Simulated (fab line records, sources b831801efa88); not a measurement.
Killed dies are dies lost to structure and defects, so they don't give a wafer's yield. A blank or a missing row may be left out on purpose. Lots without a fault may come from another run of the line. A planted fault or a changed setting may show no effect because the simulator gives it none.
A struck lot beside a sound one | flow gf180mcu | 19 steps out of a route of 602
Sound: wafers L279.3, L279.4, L279.5. Struck: wafers L288.1, L288.3, L288.4. The cause comes at the end.
At each step with rows: each side's tool, then ch and its chambers, then its first start. Under that, the readings that differ: sound wafers | struck wafers | difference of the means | sigmas: that difference in standard deviations of wafers without a fault.
alike: readings whose means differ by less than 2 such deviations, and words and numbers that are the same on both sides. not compared: withheld readings, readings that some wafer has no value for, bounds like >300 that may hide the same value, and numbers for which the record gives no deviation and whose values overlap.
The two part at a step that has a row with sigmas, a row that says differs or no value, or rows on one side only. Numbers that don't overlap but have no deviation are shown without sigmas and don't part them. A reading that every wafer of one side lacks parts them only if that side has two wafers or more.

first, 1 step without rows for these wafers: GF_V1_CVD_00 (deposits SiO2, target thk 600 nm, time 100 s).
GF_V1_THK_MEAS_01:
  sound on film_metro-02, day 18 11:56; struck on film_metro-02, day 21 09:12
  alike: V1_CVD_00_THK
GF_V1_CVD_02: deposits SiO2 from TEOS, target thk 850 nm, time 94.851 s.
  sound on pecvd-01 ch 0,2, day 18 11:58; struck on pecvd-04 ch 0,1,2, day 21 09:16
  alike: heater_power_w
GF_V1_THK_MEAS_03:
  sound on film_metro-02, day 18 12:08; struck on film_metro-04, day 21 09:19
  alike: V1_CVD_02_THK
GF_V1_CMP_04: polishes SiO2.
  sound on cmp-02 ch 2,3, day 18 12:11; struck on cmp-01 ch 0,1,3, day 21 09:23
  alike: motor_current_A, slurry_flow_ml_min, time_to_endpoint_s
GF_V1_BOW_MEAS_05:
  sound on film_metro-03, day 18 12:31; struck on film_metro-04, day 21 09:41
  alike: V1_BOW
then, 6 steps without rows for these wafers: GF_V1_DEHYDRATE_06 (time 60 s); GF_V1_HMDS_07 (prime time 60 s); GF_V1_COAT_08; GF_V1_COAT_09 (resist thk 1018 nm); GF_V1_SOFTBAKE_10 (time 60 s); GF_V1_EXPOSE_11 (exposes mask Via1, target cd 260 nm).
GF_V1_PEB_12: peb time 90 s.
  sound on litho_track-02 ch 0, day 19 12:15; struck on litho_track-01 ch 0, day 22 08:40
then, 1 step without rows for these wafers: GF_V1_DEVELOP_13 (develop time 60 s).
GF_V1_CD_MEAS_14: target cd 260 nm.
  sound on cd_sem-01, day 19 12:35; struck on cd_sem-01, day 22 09:01
  alike: cd_nm
GF_V1_OVL_MEAS_15:
  sound on overlay-01, day 19 12:40; struck on overlay-01, day 22 09:08
  alike: V1_OVL
GF_V1_ETCH_16: etches BARC in N2/H2.
  sound on rie_diel-04 ch 0,1,3, day 19 12:41; struck on rie_diel-01 ch 0,1,3, day 22 09:10
  alike: drypump_motor_current_A, oes_product_au, throttle_valve_pct
  not compared: model.V1.cd_nm
GF_V1_ETCH_17: etches SiO2 in C4F8/O2/Ar, stops on TiN, target depth 630 nm.
  sound on rie_diel-04 ch 0,1,3; struck on rie_diel-01 ch 0,1,3
  alike: oes_product_au
  not compared: model.V1.cd_nm
GF_V1_STRIP_18: strips in O2/N2.
  sound on plasma_asher-02 ch 0,1, day 19 12:51; struck on plasma_asher-03 ch 0,1, day 22 09:18
  alike: drypump_motor_current_A, heater_power_w, oes_product_au
  not compared: rf_hours_counter_h

WHERE THEY PART
Nowhere in this record.

WHY: what the simulator had put in
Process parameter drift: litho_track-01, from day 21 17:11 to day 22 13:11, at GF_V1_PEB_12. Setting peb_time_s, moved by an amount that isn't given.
